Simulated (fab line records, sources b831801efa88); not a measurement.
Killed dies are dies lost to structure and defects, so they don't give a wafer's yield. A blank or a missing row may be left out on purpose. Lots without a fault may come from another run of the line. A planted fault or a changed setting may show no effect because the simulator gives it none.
Problem report in the 8D (eight disciplines) form, filled by code | flow sky130 | the parts of the form that need people (team, actions taken, sign-off) are left out

1. THE PROBLEM
run_length_s at SKY_FIELD_ISO_ETCH_17 reads a mean of 138.8 s on 3 wafers of 3 lots; wafers without a fault read 126.1 s with a standard deviation of 0.67. That is +19 standard deviations from the usual mean.
The step: etches Si in HBr/Cl2/O2, target depth 342 nm, time 97.7 s.
First seen on wafer L936.5, day 5 02:28, on rie_si-01. The record holds 19 wafers of 7 lots with a number at this step. Rule for "out", or "out of limits": more than 4 standard deviations from the usual mean. The other wafers with a number count as sound.

2. WHAT IT IS AND WHAT IT IS NOT
question                    | is                     | is not
which readings at this step | run_length_s           | drypump_motor_current_A, oes_product_au, throttle_valve_pct
which lots                  | L936, L939, L941       | L923, L931, L943, L944
which wafers of those lots  | L936.5, L939.2, L941.2 | L936.1, L936.3, L939.4, L941.4
read on which tools         | rie_si-01              | rie_si-02
when                        | from day 5 02:28       | up to then (8 sound wafers); but 8 sound wafers of L939, L941, L943, L944 came after

3. SUSPECTS, AND WHAT RULES EACH OUT
Counting: a tool at a process step up to the reading stays a suspect if it ran every lot that is out. Sound lots after the first of them don't rule it out here, since some wafers of a struck lot are sound.
- rie_si-01 at SKY_FIELD_ISO_ETCH_17 (etches Si in HBr/Cl2/O2, target depth 342 nm, time 97.7 s): kept. It ran every lot that is out, first L936 (day 5 02:28); its last sound lot up to then is L923 (day 2 07:32). Its own readings are out on those wafers: run_length_s.
Left after counting: rie_si-01 at SKY_FIELD_ISO_ETCH_17.

4. THE CAUSE (what the simulator had put in)
Process parameter drift: rie_si-01, from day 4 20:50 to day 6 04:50, at SKY_FIELD_ISO_ETCH_17. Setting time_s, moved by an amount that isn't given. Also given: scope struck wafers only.
Counting left only this tool.

5. THE CHAIN OF EFFECTS, in route order
Each row: a reading whose mean over the struck wafers that have a number lies more than 3 standard deviations from the usual. Only readings for which the record gives a usual standard deviation are gone through. hours: the time from each lot's start at the first step in this table that gives one to its start at this step, as a median over the lots. sigmas: the change in usual standard deviations.
hours | step                  | reading      | usual   | on struck wafers | change | sigmas
0     | SKY_FIELD_ISO_ETCH_17 | run_length_s | 126.1 s | 138.8            | +12.7  | +19
The process steps in it:
- SKY_FIELD_ISO_ETCH_17: etches Si in HBr/Cl2/O2, target depth 342 nm, time 97.7 s.

6. WHAT WOULD HAVE CAUGHT IT SOONER
In this record the first reading out of limits was taken at day 5 02:28, 6 hours after the fault began at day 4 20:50.
